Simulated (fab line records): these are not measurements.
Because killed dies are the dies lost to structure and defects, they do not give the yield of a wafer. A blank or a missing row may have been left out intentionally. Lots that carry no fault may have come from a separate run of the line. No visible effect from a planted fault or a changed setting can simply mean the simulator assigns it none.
A lot that was struck, set against a sound lot	flow gf180mcu	16 out of 602 route steps
Sound: wafers L318.1, L318.2, L318.5. The struck wafers were L322.1, L322.3, L322.5. The cause is given at the end.
Order at every step that has rows: each side's tool, ch and its chambers, its first start. Under that, the readings that differ: sound wafers	struck wafers	difference of the means	sigmas: that difference in standard deviations of wafers without a fault.
alike: a reading whose means differ by less than 2 such deviations, as well as words and numbers matching on both sides. not compared: withheld readings; readings where some wafer has no value; bounds like >300 that might hide an equal value; numbers whose values overlap and for which the record gives no deviation.
The two part at a step that has a row with sigmas, a row that says differs or no value, or rows on one side only. Numbers that don't overlap but have no deviation are shown without sigmas and don't part them. A reading that every wafer of one side lacks parts them only if that side has two wafers or more.

first, 3 steps without rows for these wafers: GF_V2_EXPOSE_11 (exposes mask Via2, target cd 260 nm); GF_V2_PEB_12 (peb time 90 s); GF_V2_DEVELOP_13 (develop time 60 s).
GF_V2_CD_MEAS_14: target cd 260 nm.
  sound on cd sem-02, day 22 05:34; struck on cd sem-01, day 23 13:59
  alike: cd nm
GF_V2_OVL_MEAS_15:
  sound on overlay-01, day 22 05:41; struck on overlay-01, day 23 14:06
  alike: V2_OVL
GF_V2_ETCH_16: etches BARC in N2/H2.
  sound on rie diel-01 ch 0,1, day 22 05:43; struck on rie diel-02 ch 0,1,2, day 23 14:08
  alike: drypump motor current A, oes product au, throttle valve pct
GF_V2_ETCH_17: etches SiO2 in C4F8/O2/Ar, stops on TiN, target depth 630 nm.
  sound: rie diel-01 ch 0,1; struck: rie diel-02 ch 0,1,2
  alike: oes product au
GF_V2_STRIP_18: strips in O2/N2.
  sound on plasma asher-03 ch 0,1, day 22 05:51; struck on plasma asher-03 ch 0,1, day 23 14:16
  alike: drypump motor current A, heater power w, oes product au
  not compared: rf hours counter h
then, 2 steps without rows for these wafers: GF_V2_STRIP_19 (strips in post etch residue remover, time 1200 s); GF_V2_CLEAN_20 (cleans in DIW).
GF_V2_SPUTTER_21: material Ti, target thk 15 nm, time 80.02 s.
  sound on pvd sputter-04, day 22 06:23; struck on pvd sputter-04, day 23 14:48
  alike: throttle valve pct
GF_V2_SPUTTER_22: material TiN, target thk 10 nm, time 40 s.
  sound on pvd sputter-04, day 22 06:28; struck on pvd sputter-04, day 23 14:52
  alike: throttle valve pct
GF_V2_CVD_23: deposits W, target thk 350 nm, time 104.94 s.
  sound on cvd w-01 ch 0,1, day 22 06:29; struck on cvd w-02 ch 1, day 23 14:54
  no value came back on the struck wafers for chamber pressure Torr (Torr), heater power outer w (W), heater power w (W); on the sound wafers chamber pressure Torr (Torr) reads 40.13 40.07 40.02
  not compared: since wet clean h
GF_V2_RS_MEAS_24: measurement is done with a four-point probe.
  sound on film metro-03, day 22 06:37; struck on film metro-03, day 23 15:07
reading	sound	struck	difference	sigmas
V2_W_RS (ohm/sq)	0.312 0.330 0.327	44.640 44.252 44.061	+43.995	+99 or more
GF_V2_THK_MEAS_25: measures by xrf.
  sound on film metro-03, day 22 06:44; struck on film metro-03, day 23 15:14
reading	sound	struck	difference	sigmas
V2_W_THK (nm)	375 355 355	<0 <0 <0	differs	
GF_V2_CMP_26: polishes, stops on SiO2, t overpolish 15 s, target thk 0 nm.
  sound on cmp-02 ch 1,2,3, day 22 06:53; struck on cmp-01 ch 0,1,3, day 23 15:18
reading	sound	struck	difference	sigmas
time to endpoint s (s)	88 75 77	2 4 3	-77	-16
  alike: motor current A, platen rpm

## WHERE THEY PART
Earliest at GF_V2_CVD_23; latest, in this record, at GF_V2_CMP_26.

WHY: the cause the simulator had injected
Entire step skipped (cvd w-02, GF_V2_CVD_23), from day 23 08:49 onward. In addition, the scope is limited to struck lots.
